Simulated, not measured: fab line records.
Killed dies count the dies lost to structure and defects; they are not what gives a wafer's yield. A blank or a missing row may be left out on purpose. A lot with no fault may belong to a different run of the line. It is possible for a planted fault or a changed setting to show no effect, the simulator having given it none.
One fault through the eyes of 2 desks | flow gf180mcu | numbers are kept per desk, each desk with only its own; the story behind them comes last

== TOOL OWNER'S DESK, implanter-01 ==
GF_VT_IMPLANT_IMPLANT_30, tool's own readings: per-lot mean of the sampled wafers with a number, covering each lot this tool ran. Any lot whose mean is over 4 standard deviations away from the usual mean is out of limits and marked OUT; that distance is given in the brackets.
Columns: A = dose-ions-cm2 at GF_VT_IMPLANT_IMPLANT_30, usual 2.5334e+12; B = end-station-pressure-torr at GF_VT_IMPLANT_IMPLANT_30, usual 4.99e-06 Torr
lot  | first seen here | A                    | B
L915 | day 7 02:32     | 2.5343e+12           | 5.03e-06
L917 | day 7 10:44     | 2.5365e+12           | 5.08e-06
L918 | day 8 00:14     | 2.5339e+12           | 5.07e-06
L919 | day 8 02:08     | 2.5343e+12           | 5.13e-06
L922 | day 8 22:25     | 2.4803e+12 (-18) OUT | 5.17e-06
L925 | day 9 15:37     | 2.4799e+12 (-18) OUT | 4.88e-06
L934 | day 12 13:22    | 2.5309e+12           | 5.09e-06
L936 | day 13 01:31    | 2.5360e+12           | 4.70e-06
L937 | day 13 10:28    | 2.5330e+12           | 5.37e-06
This desk finds L922, L925 out of limits, L922 being first, at day 8 22:25 (dose-ions-cm2 at GF_VT_IMPLANT_IMPLANT_30). L915, L917, L918, L919, L934, L936, L937: within limits.

== METROLOGY DESK ==
Means of the sampled wafers that have a number, per lot and without regard to the tool the lot ran on: this is what the gauges read. Any lot whose mean is over 4 standard deviations away from the usual mean is out of limits and marked OUT; that distance is given in the brackets.
Columns: A = cd-nm at GF_M1_CD_MEAS_14, usual 230.1 nm; B = V1_CVD_00_THK at GF_V1_THK_MEAS_01, usual 599 nm
lot  | first seen here | A     | B
L914 | day 17 05:53    | 228.1 | 602
L915 | day 17 13:40    | 230.9 | 610
L917 | day 18 00:26    | 232.7 | 591
L918 | day 18 17:54    | 230.7 | 610
L919 | day 18 20:09    | 229.9 | 591
L922 | day 19 21:43    | 230.7 | 589
L923 | day 20 14:16    | 230.7 | 601
L925 | day 20 19:31    | 230.7 | 601
L931 | day 23 05:01    | 231.0 | 599
L932 | day 23 15:11    | 229.6 | 601
L933 | day 23 20:16    | 228.4 | 586
L934 | day 24 13:31    | 228.8 | 600
L936 | day 24 23:40    | 230.3 | 605
L937 | day 25 08:45    | 228.5 | 603
Finding of this desk: none of the 14 lots has anything out of limits.

== TAKEN TOGETHER ==
The tool owner's desk could have raised an alarm at day 8 22:25, on L922, L925.
The metrology desk saw nothing out of limits.
The metrology desk has L922, L925 on record, within its limits.
On implanter-01, each named lot ran GF_VT_IMPLANT_IMPLANT_30.

== WHAT WAS PUT IN BY THE SIMULATOR ==
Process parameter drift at GF_VT_IMPLANT_IMPLANT_30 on implanter-01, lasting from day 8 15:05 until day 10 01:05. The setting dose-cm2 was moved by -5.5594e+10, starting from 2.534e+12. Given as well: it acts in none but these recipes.
Lots struck among those shown: L922, L925.
Each desk's first reading out of limits, in hours after the fault started: the tool owner's desk, 7.
